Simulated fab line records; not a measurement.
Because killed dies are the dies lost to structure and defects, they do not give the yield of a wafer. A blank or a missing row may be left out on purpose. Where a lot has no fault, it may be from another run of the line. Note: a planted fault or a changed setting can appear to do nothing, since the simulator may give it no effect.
Which tool did it?    flow gf180mcu    Sampling: 13 lots, 39 wafers, 5 of 602 route steps

## WHAT EACH GAUGE READ, for each wafer
GF_V4_THK_MEAS_03. Usual: V4_CVD_02_THK typically reads 849 nm, with standard deviation 12.
lot   measured      on             V4_CVD_02_THK (nm)  flag
L864  day 24 06:21  film_metro-01  845 828 837         
L867  day 25 06:20  film_metro-03  833 845 860         
L868  day 25 15:08  film_metro-03  839 843 860         
L869  day 26 01:26  film_metro-03  842 837 861         
L871  day 26 13:34  film_metro-01  841 834 854         
L874  day 27 12:03  film_metro-04  835 848 833         
L875  day 27 17:23  film_metro-04  846 833 858         
L876  day 28 03:28  film_metro-01  842 847 849         
L877  day 28 12:16  film_metro-04  844 850 864         
L881  day 29 14:44  film_metro-03  860 845 840         
L883  day 29 22:52  film_metro-01  852 863 850         
L884  day 30 07:09  film_metro-03  836 846 838         
L885  day 30 14:29  film_metro-01  839 858 858         

GF_M5_OVL_MEAS_08. Usual: M5_OVL typically reads -2 nm, with standard deviation 5.3.
lot   measured      on          M5_OVL (nm)  flag
L864  day 27 00:55  overlay-02  6 -1 5       
L867  day 27 22:26  overlay-01  -3 0 -2      
L868  day 28 07:15  overlay-01  -3 4 -2      
L869  day 28 18:13  overlay-02  -6 -5 -4     
L871  day 29 02:50  overlay-01  -9 -7 -2     
L874  day 30 00:20  overlay-02  8 3 6        
L875  day 30 06:18  overlay-01  -2 -4 3      
L876  day 30 16:14  overlay-01  -3 -4 -6     
L877  day 30 21:56  overlay-02  -4 -9 -9     
L881  day 31 23:51  overlay-02  9 7 1        
L883  day 32 06:27  overlay-02  -1 -2 -7     
L884  day 32 13:47  overlay-01  -13 -4 -4    
L885  day 32 20:03  overlay-01  1 -2 8       

GF_PASSIVATION_THK_MEAS_01. Usual: PASSIVATION_CVD_00_THK typically reads 997 nm, with standard deviation 13.
lot   measured      on             PASSIVATION_CVD_00_THK (nm)  flag
L864  day 28 21:10  film_metro-04  996 989 984                  
L867  day 29 17:35  film_metro-03  997 1004 1006                
L868  day 30 01:26  film_metro-04  969 977 992                  
L869  day 30 12:44  film_metro-03  995 989 987                  
L871  day 30 19:52  film_metro-01  1009 1001 1008               
L874  day 31 16:53  film_metro-04  992 1015 1015                
L875  day 31 20:58  film_metro-03  979 981 1012                 
L876  day 32 07:16  film_metro-01  642 992 1007                 OFF
L877  day 32 11:44  film_metro-04  620 996 1010                 OFF
L881  day 33 11:25  film_metro-03  1002 993 989                 
L883  day 33 18:24  film_metro-04  1001 1014 1013               
L884  day 34 01:11  film_metro-04  975 1007 983                 
L885  day 34 07:16  film_metro-04  995 1014 1018                

## WHAT TOOL EACH LOT RAN ON (gives the tool, then ch and the chambers of the sampled wafers, and finally the start)
lot   GF_V4_CMP_26                   GF_PASSIVATION_CVD_00
L864  cmp-02 ch 0,2,3, day 25 06:07  pecvd-02 ch 0,1,2, day 28 21:05
L867  cmp-02 ch 1,2, day 26 04:38    pecvd-02 ch 0,2, day 29 17:29
L868  cmp-01 ch 0,2, day 26 14:05    pecvd-02 ch 0,1,2, day 30 01:22
L869  cmp-01 ch 1,2,3, day 27 00:04  pecvd-03 ch 0,1,2, day 30 12:40
L871  cmp-02 ch 0,1,2, day 27 10:56  pecvd-03 ch 0,1, day 30 19:47
L874  cmp-02 ch 1,2, day 28 09:20    pecvd-02 ch 0,1, day 31 16:47
L875  cmp-01 ch 0,2,3, day 28 14:56  pecvd-01 ch 0,2, day 31 20:53
L876  cmp-02 ch 0,2,3, day 29 00:49  pecvd-01 ch 0,2, day 32 07:11
L877  cmp-01 ch 0,1,3, day 29 08:43  pecvd-01 ch 0,2, day 32 11:38
L881  cmp-02 ch 0,1,2, day 30 11:08  pecvd-03 ch 0,1,2, day 33 11:20
L883  cmp-01 ch 1,2, day 30 18:39    pecvd-03 ch 0,1,2, day 33 18:20
L884  cmp-01 ch 0,1,2, day 31 02:50  pecvd-03 ch 0,1,2, day 34 01:05
L885  cmp-01 ch 0,3, day 31 09:56    pecvd-02 ch 0,1,2, day 34 07:11
- GF_V4_CMP_26: polishes, stops on SiO2, t overpolish 15 s, target thk 0 nm.
- GF_PASSIVATION_CVD_00: deposits SiO2 from TEOS, target thk 1000 nm, time 111.95 s.

## AS READ BY THE TOOLS THEMSELVES (means over the sampled wafers that have a number; for cases with no such wafer, the mark the record gives instead)
GF_V4_CMP_26. Usual: motor_current_A 11.6 A, standard deviation 1.6; overpolish_run_s 15.000 s, standard deviation 0.0086; time_to_endpoint_s 89 s, standard deviation 3.7.
lot   tool    motor_current_A (A)  overpolish_run_s (s)  time_to_endpoint_s (s)  flag
L864  cmp-02  10.5                 14.997                87                      
L867  cmp-02  11.5                 14.997                89                      
L868  cmp-01  11.1                 14.990                85                      
L869  cmp-01  12.8                 15.001                89                      
L871  cmp-02  10.5                 14.993                85                      
L874  cmp-02  11.3                 15.003                88                      
L875  cmp-01  11.9                 15.008                91                      
L876  cmp-02  10.5                 14.998                87                      
L877  cmp-01  12.7                 15.002                92                      
L881  cmp-02  10.5                 15.008                84                      
L883  cmp-01  12.0                 15.003                87                      
L884  cmp-01  12.4                 15.001                90                      
L885  cmp-01  12.4                 15.004                93                      

GF_PASSIVATION_CVD_00. Usual: heater_power_w 658 W, standard deviation 100.
lot   tool      heater_power_w (W)  flag
L864  pecvd-02  667                 
L867  pecvd-02  626                 
L868  pecvd-02  653                 
L869  pecvd-03  549                 
L871  pecvd-03  602                 
L874  pecvd-02  598                 
L875  pecvd-01  730                 
L876  pecvd-01  771                 
L877  pecvd-01  784                 
L881  pecvd-03  555                 
L883  pecvd-03  608                 
L884  pecvd-03  588                 
L885  pecvd-02  612                 

## THE ANSWER, worked out from the rows above alone
Rule: a lot is off if the mean of its wafers that have a number lies more than 3 standard deviations from the usual mean. A lot without any number at a reading at which 4 lots or more have one is off too. Where the step has rows for the other lots, those lots are counted as sound. After the gauges, taken in route order, come the tools' own readings; for these a lot's mean is taken, as printed above. At the first step where some lot is off, the reading lying furthest off is the one used; lots without a number count as furthest.
Off: L876, L877, at GF_PASSIVATION_THK_MEAS_01 (PASSIVATION_CVD_00_THK).
If a tool, at a process step before that reading, ran all the lots that are off and no sound lot after the first of them, it fits. The gauges at GF_PASSIVATION_THK_MEAS_01 are tried like those tools. One fits: GF_PASSIVATION_CVD_00 on pecvd-01. Its last sound lot is L875 (day 31 20:53), its first lot that is off L876 (day 32 07:11): a fault that began between those two fits.

## WHAT THE SIMULATOR PUT IN
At GF_PASSIVATION_CVD_00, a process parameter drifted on pecvd-01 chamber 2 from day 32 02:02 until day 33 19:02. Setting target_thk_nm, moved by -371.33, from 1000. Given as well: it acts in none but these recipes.
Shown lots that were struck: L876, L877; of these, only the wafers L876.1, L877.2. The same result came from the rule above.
